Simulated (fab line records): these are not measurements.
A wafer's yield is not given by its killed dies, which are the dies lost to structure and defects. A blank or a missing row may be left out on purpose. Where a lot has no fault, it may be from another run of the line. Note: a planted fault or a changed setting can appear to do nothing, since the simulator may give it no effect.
Problem report in the 8D (eight disciplines) form, filled by code    flow sky130    the parts of the form that need people (team, actions taken, sign-off) are left out

## 1. PROBLEM STATEMENT
At SKY_GATE_OXIDE_OXIDATION_16, tube center temp C averages 805 C over 6 wafers from 2 lots, while fault-free wafers read 800 C, standard deviation 0.071. Relative to the usual mean, that is a shift of +70 standard deviations.
The step: stabilise 600 s, purge 300 s, target thk 3.57 nm.
The first sign was on wafer L500.4 at day 19 09:32, on furnace-02. The record holds 36 wafers of 12 lots with a number at this step. Rule for "out" (also "out of limits"): further than 4 standard deviations from the usual mean. The other wafers with a number count as sound.

## 2. WHAT IT IS; WHAT IT IS NOT
question                     is                                                                               is not
which readings at this step  tube center temp C, spike tc centre C, spike tc lower C, tube_center_temp_C_max  ramp down c per min
which lots                   L500, L503                                                                       L485, L486, L487, L488, L490, L491, L494, L501, L507, L508
which wafers of those lots   all that have a number                                                           -
read on which tools          furnace-02                                                                       furnace-01
when                         from day 19 09:32                                                                up to then (21 sound wafers); but 9 sound wafers of L501, L507, L508 came after

## 3. THE SUSPECTS, EACH WITH WHAT RULES IT OUT
Counting: any tool at a process step up to the reading is kept as a suspect provided that every lot that is out went through it and no sound lot did after the first of them.
- furnace-02 at SKY_GATE_OXIDE_OXIDATION_16 (stabilise 600 s, purge 300 s, target thk 3.57 nm): ruled out as a lasting fault. The sound lots L508 went through it after L500, its earliest lot that is out (day 19 09:32).
Left after counting: nothing in the record.

## 4. THE CAUSE (what the simulator had put in)
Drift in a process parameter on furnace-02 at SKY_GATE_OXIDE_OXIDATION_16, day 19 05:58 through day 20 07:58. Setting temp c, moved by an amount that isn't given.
Counting ruled it out, wrongly.

## 5. SEQUENCE OF EFFECTS, ordered by route
One row per reading whose mean, taken over the struck wafers that have a number, lies over 3 standard deviations from the usual. Scope: only readings with a usual standard deviation given in the record; hours: median across lots of the time from each lot's start at the first step in this table that gives one to its start at this step; sigmas: change in usual standard deviations.
hours  step                         reading                 usual    on struck wafers  change  sigmas
0      SKY_GATE_OXIDE_OXIDATION_16  spike tc bottom C       816.1 C  822.1             +6.0    +4.6
0      SKY_GATE_OXIDE_OXIDATION_16  spike tc centre C       800.6 C  805.7             +5.1    +5.1
0      SKY_GATE_OXIDE_OXIDATION_16  spike tc lower C        800.2 C  805.2             +5.0    +5.2
0      SKY_GATE_OXIDE_OXIDATION_16  spike tc top C          813.4 C  817.8             +4.4    +3.6
0      SKY_GATE_OXIDE_OXIDATION_16  spike tc upper C        800.0 C  804.9             +4.9    +4.9
0      SKY_GATE_OXIDE_OXIDATION_16  tube center temp C      800 C    805               +5      +70
0      SKY_GATE_OXIDE_OXIDATION_16  tube_center_temp_C_max  802.03   806.77            +4.74   +16
It contains these process steps:
- SKY_GATE_OXIDE_OXIDATION_16: stabilise 600 s, purge 300 s, target thk 3.57 nm.
Later steps that measure or inspect, where all struck wafers having a row at the step show a number for every such reading and not one has moved that far: SKY_METAL2_RS_MEAS_05.

## 6. HOW IT WOULD HAVE BEEN CAUGHT EARLIER
First out-of-limits reading in this record: day 19 09:32, which is 4 hours after fault onset at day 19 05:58.
